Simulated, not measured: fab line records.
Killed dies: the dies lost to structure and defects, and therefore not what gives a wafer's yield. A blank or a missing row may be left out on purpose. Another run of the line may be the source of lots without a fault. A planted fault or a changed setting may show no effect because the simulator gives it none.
Struck lot and sound lot, side by side || flow sky130 || 14 out of 708 route steps
Sound: these wafers, L167.2, L167.3, L167.5. The struck wafers were L160.4, L160.5, L160.6. The cause comes at the end.
Order at every step that has rows: each side's tool, ch and its chambers, its first start. Under that, the readings that differ: sound wafers || struck wafers || difference of the means || sigmas: that difference in standard deviations of wafers without a fault.
alike: words and numbers the same on both sides, and readings whose means are apart by under 2 such deviations; not compared: readings that were withheld, readings missing a value for some wafer, numbers with overlapping values and no deviation given by the record, and bounds like >300 which may hide the same value.
Wherever a step has rows on one side only, a row that says differs or no value, or a row with sigmas, the two part there. When numbers do not overlap yet have no deviation, they are printed without sigmas and do not part them. Lack of a reading on every wafer of one side parts them only where that side has two or more wafers.

first, 7 steps without rows for these wafers: SKY_SONOS_ONO_DEHYDRATE_06 (time 60 s); SKY_SONOS_ONO_HMDS_07 (prime time 60 s); SKY_SONOS_ONO_COAT_08 (resist thk 1140 nm); SKY_SONOS_ONO_SOFTBAKE_09 (time 60 s); SKY_SONOS_ONO_EXPOSE_10 (exposes mask ONOM, target cd 410 nm); SKY_SONOS_ONO_PEB_11; SKY_SONOS_ONO_DEVELOP_12 (develop time 60 s).
SKY_SONOS_ONO_CD_MEAS_13: target cd 410 nm.
  struck on cdSem-02, day 15 16:09; sound on cdSem-01, day 17 18:58
  alike: cdNm
SKY_SONOS_ONO_OVL_MEAS_14:
  struck on overlay-02, day 15 16:14; sound on overlay-02, day 17 19:05
  alike: SONOS_ONO_OVL
SKY_SONOS_ONO_ETCH_15: etches the open film in CHF3/O2, target depth 19.52 nm, time 7.8 s.
  sound on rieDiel-02 ch 1,2, day 17 19:07; struck on rieDiel-03 ch 0,1,2, day 15 16:16
  alike: O2_flow_sccm, biasW, drypumpMotorCurrentA, oesProductAu, rfFwdPowerW, throttleValvePct
  not compared: rfHoursCounterH
then, 1 step without rows for these wafers: SKY_SONOS_ONO_WET_ETCH_16 (etches SiO2 in dHF, target depth 14 nm, time 280 s).
SKY_SONOS_ONO_STRIP_17: strips in O2/N2.
  sound on plasmaAsher-01 ch 0, day 17 19:14; struck on plasmaAsher-03 ch 0,1, day 15 16:24
{"reading": "drypumpMotorCurrentA (A)", "sound": "6.24 6.25 6.25", "struck": "5.48 5.49 5.57", "difference": -0.73, "sigmas": -3}
  alike: oesProductAu, stripTimeToEndpointS
  not compared: rfHoursCounterH
SKY_SONOS_ONO_WET_ETCH_18: etches Si3N4 in H3PO4, target depth 15 nm, time 172 s.
  sound on wetBench-04 ch 0, day 17 19:21; struck on wetBench-03 ch 2, day 15 16:28
  no value came back on the struck wafers for bathGuardTempC (C), bathHeatDutyPct (%); on the sound wafers bathGuardTempC (C) reads 160.5 160.6 160.3
{"reading": "model.SiO2_of_SONOS_ONO_CVD_04.thkNm (nm)", "sound": "5.415 5.557 5.509", "struck": "5.693 5.714 5.791", "difference": "+0.239", "sigmas": ""}
-- here the record skips 33 days between the struck wafers' starts before and after, leaving off in module SONOS_ONO and picking up in module PAD_OPEN (first step shown: number 708 of the route) --
SKY_PAD_OPEN_PROBE_99:
  struck on prober-01, day 48 05:55; sound on prober-01, day 49 17:13
{"reading": "hold", "sound": "- - -", "struck": "awaitDispo/1.5h/scrap awaitDispo/1.5h/scrap awaitDispo/1.5h/scrap", "difference": "no value on the sound wafers", "sigmas": ""}
{"reading": "killedAtFrontEnd", "sound": "12 12 16", "struck": "430 432 428", "difference": "+417", "sigmas": "+99 or more"}
{"reading": "killedDies", "sound": "70 72 78", "struck": "492 492 492", "difference": "+419", "sigmas": "+48"}
{"reading": "killedOnRim", "sound": "12 15 20", "struck": "96 96 96", "difference": "+80", "sigmas": "+23"}
  alike: killed_at_M0_to_M3, killed_at_M4_up, killedAtContacts, killedAtOther, killedOpen, killedShort

== WHERE THEY PART ==
Last at SKY_PAD_OPEN_PROBE_99 as far as this record goes, first at SKY_SONOS_ONO_STRIP_17.

WHY: the cause the simulator had injected
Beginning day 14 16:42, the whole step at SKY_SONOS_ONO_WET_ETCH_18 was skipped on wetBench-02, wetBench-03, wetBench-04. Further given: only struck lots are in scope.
